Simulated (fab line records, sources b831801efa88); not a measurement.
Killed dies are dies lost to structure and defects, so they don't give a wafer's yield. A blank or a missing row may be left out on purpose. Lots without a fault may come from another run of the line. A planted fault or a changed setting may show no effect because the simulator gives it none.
fab line records | flow sky130
record lots=4 wafers=12 last_day=51
route steps=708 shown GATE_OXIDE@192 POLY_GATE@204 RES_PROTECT@207 PAD_OPEN@708
lots that met no fault: from a run of the same line without faults
start_h: hours from the record's first day to the start of the lot's first wafer shown | wait_h: hours since the lot's step before | " the same as in the row above | L1.1+2: a row that stands for several wafers | - no value, or no start given | * or withheld: withheld | < > ~ a bound
route shown NAME@n: a module of which the file shows steps, and the number in the route of the first | usual: mean/standard deviation of fault-free wafers | same: alike in all rows | chamber/n: place in a boat | sites: the reading at each site | _std_site: their standard deviation | _edge_site: outer sites' mean less inner sites' | radius_mm: how far each site lies from the wafer's centre | mask NAME#n: copy n | behind: the tool/chamber that last shaped the wafer | hold: why the lot was held/for how many hours/how that ended | device: the transistor (n, p or np) that didn't switch | end of line: the same wafers' tests at the end of the route | a step without rows: its recipe alone | killed: dies lost to structure and defects at the first sort, not the wafer's yield | map: a wafer's dies, x killed, . not, _ none there
set.NAME: the setting as run; set.NAME@STEP: as run at that earlier step | model.NAME: the simulator's own value behind a step, which no gauge read
lots at some steps of the route; a table a step, a row a wafer
services: from which hour (start_h, from the record's first day; less than 0 if before it) a tool's chamber was out of use, for how many hours, and why
## steps
# step SKY_GATE_OXIDE_COAT_05
# recipe resist=NOVOLAK spin_rpm=3000 resist_thk_nm=1140
# step SKY_GATE_OXIDE_SOFTBAKE_06
# recipe temp_c=90 time_s=60 resist=NOVOLAK
# step SKY_GATE_OXIDE_EXPOSE_07
# recipe mask_id=LVOM na=0.6 source_shape=conventional sigma_outer=0.6 polarization=unpolarized target_cd_nm=600 dose_mj=170
# step SKY_GATE_OXIDE_PEB_08
# recipe temp_c=withheld time_s=* resist=NOVOLAK
# step SKY_GATE_OXIDE_DEVELOP_09
# recipe resist=NOVOLAK developer=TMAH develop_time_s=60 dev_temp_c=23
# step SKY_GATE_OXIDE_IMPLANT_11
# recipe species=B energy_kev=10 dose_cm2=2.6e+12 tilt_deg=withheld
# step SKY_GATE_OXIDE_WET_ETCH_12
# recipe chemistry=dHF target_depth_nm=16.8 dry=n2_spin target=SiO2 dilution=100:1 temp_c=25 time_s=336
# step SKY_GATE_OXIDE_STRIP_13
# recipe chemistry=O2/N2 power_w=1400 pressure_mtorr=1500 platen_temp_c=withheld o2_flow_sccm=3000 n2_flow_sccm=300 overash_fraction=0.5
# step SKY_GATE_OXIDE_CLEAN_15
# recipe chemistry=SC1/SC2 mix=1:4:20 temp_c=70 time_s=150 dry=n2_spin
# step SKY_GATE_OXIDE_OXIDATION_16
# recipe temp_c=800 ambient=O2 idle_temp_c=700 ramp_up_c_per_min=10 ramp_down_c_per_min=3 stabilise_s=600 purge_s=300 target_thk_a=35.7 ox_time_s=1915
# step SKY_POLY_GATE_CVD_00
# recipe material=poly-Si target_thk_nm=180 temp_c=620 time_s=720 pressure_mtorr=200
# usual spike_tc_centre_C=619.9/1
# columns lot.wafer tool chamber start_h wait_h spike_tc_centre_C model.poly-Si_of_POLY_GATE_CVD_00.thk_nm
L728.1 lpcvd-01 1 322.54 0.0 621.1 179
L728.2 " 1 " " 620.6 180.3
L728.3 " 1 " " 622.1 180.1
L729.2 lpcvd-01 1 330.90 0.0 618.3 125
L729.3 " 1 " " 619.6 124
L729.4 " 1 " " 620.7 124.4
L730.2 lpcvd-01 1 342.45 0.0 618.3 125.7
L730.4 " 1 " " 618.4 124.4
L730.6 " 1 " " 619.0 123.9
L749.1 lpcvd-01 0 531.72 26.3 619.1 181.3
L749.4 " 0 " " 620.3 181.6
L749.6 " 0 " " 620.3 182.6
# step SKY_POLY_GATE_THK_MEAS_01
# recipe reads=poly-Si_of_POLY_GATE_CVD_00
# usual POLY_GATE_CVD_00_THK=179.6/1.6
# columns lot.wafer tool chamber start_h wait_h hold POLY_GATE_CVD_00_THK[nm]
L728.1 film_metro-04 - 323.74 0.0 - 179.0
L728.2 " - " " - 180.3
L728.3 " - " " - 180.1
L729.2 film_metro-04 - 332.11 0.0 await_dispo/0.2h/release 125.1
L729.3 " - " " await_dispo/0.2h/release 124.0
L729.4 " - " " await_dispo/0.2h/release 124.4
L729.2 film_metro-04 - 332.34 0.2 - 125.1
L729.3 " - " " - 124.1
L729.4 " - " " - 124.4
L730.2 film_metro-03 - 343.66 0.0 await_dispo/0.2h/release 125.7
L730.4 " - " " await_dispo/0.2h/release 124.4
L730.6 " - " " await_dispo/0.2h/release 123.7
L730.2 film_metro-03 - 343.89 0.2 - 125.7
L730.4 " - " " - 124.4
L730.6 " - " " - 123.9
L749.1 film_metro-02 - 533.52 0.0 - 181.2
L749.4 " - " " - 181.6
L749.6 " - " " - 182.5
# step SKY_RES_PROTECT_HMDS_01
# recipe prime_time_s=60 prime_temp_c=120
# step SKY_RES_PROTECT_COAT_02
# recipe resist=NOVOLAK spin_rpm=3000 resist_thk_nm=1140
# step SKY_RES_PROTECT_SOFTBAKE_03
# recipe temp_c=90 time_s=60 resist=NOVOLAK
# step SKY_RES_PROTECT_EXPOSE_04
# recipe mask_id=RPM na=0.6 source_shape=conventional sigma_outer=0.6 polarization=unpolarized target_cd_nm=1270 dose_mj=131
# step SKY_RES_PROTECT_PEB_05
# recipe temp_c=withheld time_s=* resist=NOVOLAK
# step SKY_RES_PROTECT_DEVELOP_06
# recipe resist=NOVOLAK developer=TMAH develop_time_s=60 dev_temp_c=23
# step SKY_POLY_GATE_IMPLANT_02
# recipe species=P energy_kev=30 dose_cm2=7.519e+15 tilt_deg=0
# step SKY_RES_PROTECT_STRIP_07
# recipe chemistry=O2/N2 power_w=1400 pressure_mtorr=1500 platen_temp_c=withheld o2_flow_sccm=3000 n2_flow_sccm=300 overash_fraction=0.5
# step SKY_RES_PROTECT_CLEAN_09
# recipe chemistry=SC1/SC2 mix=1:4:20 temp_c=70 time_s=150 dry=n2_spin
# columns lot.wafer tool chamber start_h wait_h model.poly-Si_of_POLY_GATE_CVD_00.thk_nm
L728.1 wet_bench-04 3 351.57 0.1 178.4
L728.2 " 3 " " 179.6
L728.3 " 3 " " 179.5
L729.2 wet_bench-02 1 359.57 0.0 124.4
L729.3 " 1 " " 123.4
L729.4 " 1 " " 123.8
L730.2 wet_bench-02 3 371.37 0.0 125.1
L730.4 " 3 " " 123.8
L730.6 " 3 " " 123.3
L749.1 wet_bench-04 1 563.01 0.1 180.6
L749.4 " 1 " " 181
L749.6 " 1 " " 181.9
# step SKY_POLY_GATE_CVD_03
# recipe material=Si3N4 precursor=DCS/NH3 target_thk_nm=75 temp_c=770 time_s=1290 pressure_mtorr=250
# step SKY_POLY_GATE_DEHYDRATE_05
# recipe temp_c=200 time_s=60
# step SKY_POLY_GATE_HMDS_06
# recipe prime_time_s=60 prime_temp_c=120
# step SKY_POLY_GATE_COAT_07
# recipe resist=BARC temp_c=withheld time_s=withheld spin_rpm=3000 resist_thk_nm=110
# step SKY_POLY_GATE_COAT_08
# recipe resist=KrF-thick spin_rpm=3000 resist_thk_nm=450
# step SKY_POLY_GATE_SOFTBAKE_09
# recipe temp_c=100 time_s=90 resist=KrF-thick
# step SKY_POLY_GATE_EXPOSE_10
# recipe mask_id=P1M na=0.68 source_shape=conventional sigma_outer=0.6 target_cd_nm=150 dose_mj=28
# step SKY_POLY_GATE_PEB_11
# recipe peb_temp_c=withheld peb_time_s=withheld resist=KrF-thick
# step SKY_POLY_GATE_DEVELOP_12
# recipe develop_time_s=60 resist=KrF-thick dev_temp_c=21
# step SKY_POLY_GATE_ETCH_15
# recipe chemistry=N2/H2 target=BARC ion_energy_ev=200 source_w=500 bias_w=100 pressure_mtorr=30 n2_flow_sccm=100 h2_flow_sccm=200 stop_on=SiO2 time_s=118.5 target_depth_a=1100
# step SKY_POLY_GATE_ETCH_16
# recipe stop_on=poly-Si chemistry=CH3F/O2 target=Si3N4 source_w=400 bias_w=80 pressure_mtorr=25 ch3f_flow_sccm=40 O2_flow_sccm=30 time_s=147.5 target_depth_a=750
# step SKY_POLY_GATE_ETCH_17
# recipe target_depth_nm=180 stop_on=SiO2 over_etch_frac=0.56667 chemistry=HBr/Cl2 target=poly-Si icp_w=400 bias_w=100 pressure_mtorr=10 HBr_flow_sccm=150 Cl2_flow_sccm=50 time_s=70.5
# usual drypump_motor_current_A=5.6/0.61 oes_product_au=0.983/0.0067 rf_fwd_power_W=396.5/1.4 throttle_valve_pct=33.685/0.0086
# columns lot.wafer tool chamber start_h wait_h drypump_motor_current_A oes_product_au rf_fwd_power_W rf_hours_counter_h throttle_valve_pct model.etch.depth_nm model.POLY_GATE.feature_depth_nm
L728.1 rie_si-02 2 382.69 0.0 6.3 0.977 396.2 3 33.702 176.3 176.3
L728.2 " 1 " " 5.8 0.981 397.9 1 33.679 179.6 179.6
L728.3 " 3 " " 5.7 0.993 396.0 50 33.677 177.8 177.8
L729.2 rie_si-01 1 389.12 0.0 5.3 0.776 397.6 65 33.680 124.4 124.4
L729.3 " 3 " " 5.5 0.764 395.7 0 33.693 123.4 123.4
L729.4 " 2 " " 4.8 0.773 397.3 49 33.675 123.8 123.8
L730.2 rie_si-02 0 401.27 0.0 6.5 0.769 399.4 4 33.675 125.1 125.1
L730.4 " 1 " " 5.8 0.764 396.6 1 33.682 123.8 123.8
L730.6 " 0 " " 6.6 0.771 397.9 - 33.666 123.3 123.3
L749.1 rie_si-02 1 594.56 0.0 5.8 0.985 396.8 2 33.692 178.5 178.5
L749.4 " 0 " " 6.5 0.994 396.7 5 33.691 181 181
L749.6 " 2 " " 6.3 0.991 395.0 - 33.676 177.6 177.6
# step SKY_POLY_GATE_STRIP_18
# recipe chemistry=O2/N2 power_w=1400 pressure_mtorr=1500 platen_temp_c=withheld o2_flow_sccm=3000 n2_flow_sccm=311.9 overash_fraction=0.5
# step SKY_PAD_OPEN_PROBE_99
# usual killed_at_M0_to_M3=43/6.4 killed_at_M4_up=3.2/1.8 killed_at_contacts=25/5.8 killed_at_front_end=16/4.1 killed_at_other=0.2/0.47 killed_dies=88/9.9 killed_open=47/7.3 killed_short=40/7.1
# same gross_dies=492 killed_at_back_side=0
# columns lot.wafer tool chamber start_h wait_h killed_at_M0_to_M3 killed_at_M4_up killed_at_contacts killed_at_front_end killed_at_other killed_dies killed_open killed_short model.etest.res_xhigh_po.line_ohm_um model.etest.res_high_po.line_ohm_um model.etest.res_poly.line_ohm_um model.etest.res_xhigh_po.rs_ohm_sq model.etest.tip_sonos.rs_ohm_sq model.etest.res_high_po.rs_ohm_sq model.etest.licon_high_po.rc_ohm model.etest.res_poly.rs_ohm_sq
L728.1 prober-01 - 1079.66 0.1 46 3 23 23 0 95 52 43 6152 779.7 556.2 2098 2676 268.3 364.3 50.45
L728.2 prober-01 - 1079.71 0.1 44 2 21 22 1 90 39 51 6256 762.6 532.9 2130 2589 268.9 348.4 50.12
L728.3 prober-01 - 1079.76 0.2 45 0 29 15 0 89 44 45 5761 753.7 538.4 2010 2675 261 344.6 48.63
L729.2 prober-02 - 1088.83 0.1 50 4 29 15 0 98 52 46 5120 947.2 707.6 1813 2455 334.6 323.9 65.51
L729.3 prober-02 - 1088.88 0.2 34 2 22 11 1 70 37 33 5241 960.8 732.6 1816 2441 338 322.4 66.92
L729.4 prober-02 - 1088.93 0.2 61 5 25 15 1 107 45 62 5124 967.9 714.9 1765 2443 333.6 305 65.69
L730.2 prober-01 - 1091.96 0.1 47 4 24 15 0 90 50 40 5394 970.9 717.8 1898 2530 344.1 330.7 67.17
L730.4 prober-01 - 1092.06 0.2 54 2 24 26 1 107 60 47 5306 982.2 699.2 1862 2584 343.4 326.8 68.02
L730.6 prober-01 - 1092.16 0.2 48 4 18 11 0 81 47 34 5318 987.6 721.3 1895 2513 348.8 319.5 68.01
L749.1 prober-02 - 1214.47 0.1 54 8 25 14 0 101 55 46 5667 743.3 521.3 1990 2520 259.7 363.5 48.82
L749.4 prober-02 - 1214.62 0.2 47 6 32 12 0 97 48 49 5832 757.2 536.3 2044 2473 262.3 366.7 49.28
L749.6 prober-02 - 1214.72 0.2 43 4 25 19 0 91 39 52 5856 761.2 517.5 2018 2556 262.8 354.9 48.88
# killed by level:class
L728.1 VIA1:geometric_particle:open=13 LI_CONTACT:geometric_particle:open=11 METAL2:geometric_particle:short=10 FIELD_ISO:geometric_particle:short=8 POLY_GATE:geometric_particle:open=6 VIA2:geometric_particle:open=6 FIELD_ISO:geometric_particle:open=5 LOCAL_INTERCONNECT:geometric_particle:short=5
L728.2 METAL2:geometric_particle:short=13 VIA1:geometric_particle:open=9 FIELD_ISO:geometric_particle:short=7 CONTACT:geometric_particle:short=6 POLY_GATE:geometric_particle:open=5 LI_CONTACT:geometric_particle:open=5 VIA2:geometric_particle:open=5 FIELD_ISO:geometric_particle:open=4
L728.3 CONTACT:geometric_particle:open=13 POLY_GATE:geometric_particle:short=7 LI_CONTACT:geometric_particle:open=7 VIA1:geometric_particle:short=7 VIA1:geometric_particle:open=7 VIA3:geometric_particle:short=6 VIA3:geometric_particle:open=4 CONTACT:geometric_particle:short=4
L729.2 CONTACT:geometric_particle:open=10 VIA3:geometric_particle:open=10 VIA2:geometric_particle:open=9 FIELD_ISO:geometric_particle:open=7 METAL1:geometric_particle:short=7 VIA1:geometric_particle:open=7 CONTACT:geometric_particle:short=6 LI_CONTACT:geometric_particle:open=5
L729.3 VIA1:geometric_particle:open=9 LI_CONTACT:geometric_particle:open=7 METAL1:geometric_particle:short=7 VIA3:geometric_particle:open=7 CONTACT:geometric_particle:open=6 FIELD_ISO:geometric_particle:short=5 LI_CONTACT:geometric_particle:short=4 VIA2:geometric_particle:short=3
L729.4 METAL2:geometric_particle:short=11 VIA1:geometric_particle:open=10 CONTACT:geometric_particle:open=7 VIA1:geometric_particle:short=7 FIELD_ISO:geometric_particle:short=6 LI_CONTACT:geometric_particle:open=6 VIA3:geometric_particle:open=6 VIA2:geometric_particle:open=6
L730.2 VIA2:geometric_particle:open=11 CONTACT:geometric_particle:open=10 VIA3:geometric_particle:open=9 METAL2:geometric_particle:short=8 VIA1:geometric_particle:open=6 LI_CONTACT:geometric_particle:short=5 FIELD_ISO:geometric_particle:short=4 LI_CONTACT:geometric_particle:open=4
L730.4 VIA1:geometric_particle:open=11 VIA3:geometric_particle:open=10 CONTACT:geometric_particle:open=9 POLY_GATE:geometric_particle:short=8 METAL1:geometric_particle:short=8 FIELD_ISO:geometric_particle:open=7 LI_CONTACT:geometric_particle:open=6 VIA3:geometric_particle:short=6
L730.6 VIA1:geometric_particle:open=10 LI_CONTACT:geometric_particle:open=8 VIA3:geometric_particle:open=8 METAL1:geometric_particle:short=7 METAL2:geometric_particle:short=7 CONTACT:geometric_particle:open=6 POLY_CUT:geometric_particle:open=4 POLY_GATE:geometric_particle:open=3
L749.1 VIA1:geometric_particle:open=14 CONTACT:geometric_particle:open=9 CONTACT:geometric_particle:short=6 METAL1:geometric_particle:short=6 VIA2:geometric_particle:open=6 VIA3:geometric_particle:open=5 VIA1:geometric_particle:short=5 VIA3:geometric_particle:short=5
L749.4 VIA1:geometric_particle:open=10 LI_CONTACT:geometric_particle:open=9 VIA2:geometric_particle:open=7 CONTACT:geometric_particle:open=7 CONTACT:geometric_particle:short=7 VIA1:geometric_particle:short=7 VIA3:geometric_particle:open=7 LI_CONTACT:geometric_particle:short=6
L749.6 VIA1:geometric_particle:open=11 VIA1:geometric_particle:short=9 LI_CONTACT:geometric_particle:open=9 METAL1:geometric_particle:short=8 FIELD_ISO:geometric_particle:short=7 POLY_GATE:geometric_particle:short=6 LOCAL_INTERCONNECT:geometric_particle:short=5 CONTACT:geometric_particle:open=5
## services
# columns tool chamber start_h hours kind
rie_si-01 3 331.99 - clean
rie_si-01 3 331.99 16.8 scheduled_down
rie_si-01 3 331.99 16.8 vent_cycle
rie_si-02 1 340.49 8.3 repair
rie_si-02 0 350.80 45.6 repair
rie_si-01 0 375.18 6.9 repair
rie_si-02 1 409.30 14.7 repair
rie_si-02 0 425.37 8.3 repair
rie_si-01 1 458.79 - clean
rie_si-01 1 458.79 17.4 scheduled_down
rie_si-01 1 458.79 17.4 vent_cycle
lpcvd-01 - 497.69 34.0 repair
rie_si-02 3 518.37 - clean
rie_si-02 3 518.37 26.0 scheduled_down
rie_si-02 3 518.37 26.0 vent_cycle
rie_si-01 2 525.30 - clean
rie_si-01 2 525.30 16.7 scheduled_down
rie_si-01 2 525.30 16.7 vent_cycle
wet_bench-02 - 566.35 3.0 repair
## key
first_sign step=SKY_POLY_GATE_THK_MEAS_01 reading=visit direction=added
effect step=SKY_POLY_GATE_THK_MEAS_01 reading=POLY_GATE_CVD_00_THK direction=down sigmas=34 usual=179.6 struck=124.6
effect step=SKY_POLY_GATE_ETCH_17 reading=oes_product_au direction=down sigmas=32 usual=0.983 struck=0.769
model_effect step=SKY_POLY_GATE_CVD_00 value=poly-Si_of_POLY_GATE_CVD_00.thk_nm without=180.5 struck=124.6
model_effect step=SKY_RES_PROTECT_CLEAN_09 value=poly-Si_of_POLY_GATE_CVD_00.thk_nm without=179.9 struck=124
model_effect step=SKY_POLY_GATE_ETCH_17 value=etch.depth_nm without=179.1 struck=124
model_effect step=SKY_PAD_OPEN_PROBE_99 value=etest.res_xhigh_po.line_ohm_um without=5785 struck=5251
met_at SKY_POLY_GATE_CVD_00
struck_wafers L729.2,L729.3,L729.4,L730.2,L730.4,L730.6
tester_left_out L729,L730
onset_between 322.54 330.90
fault kind=process_parameter_drift tool=lpcvd-01 chamber=- onset_h=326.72 steps=SKY_POLY_GATE_CVD_00 channel=target_thk_nm offset=-55.945 shape=step end_h=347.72 stated=180
# tester_left_out: of these lots the tester's yield and bins aren't shown, on N5 and GAA mostly nor the transistor test; their killed dies are dies lost to structure and defects alone, not to doping, threshold or leakage, so they don't give the yield
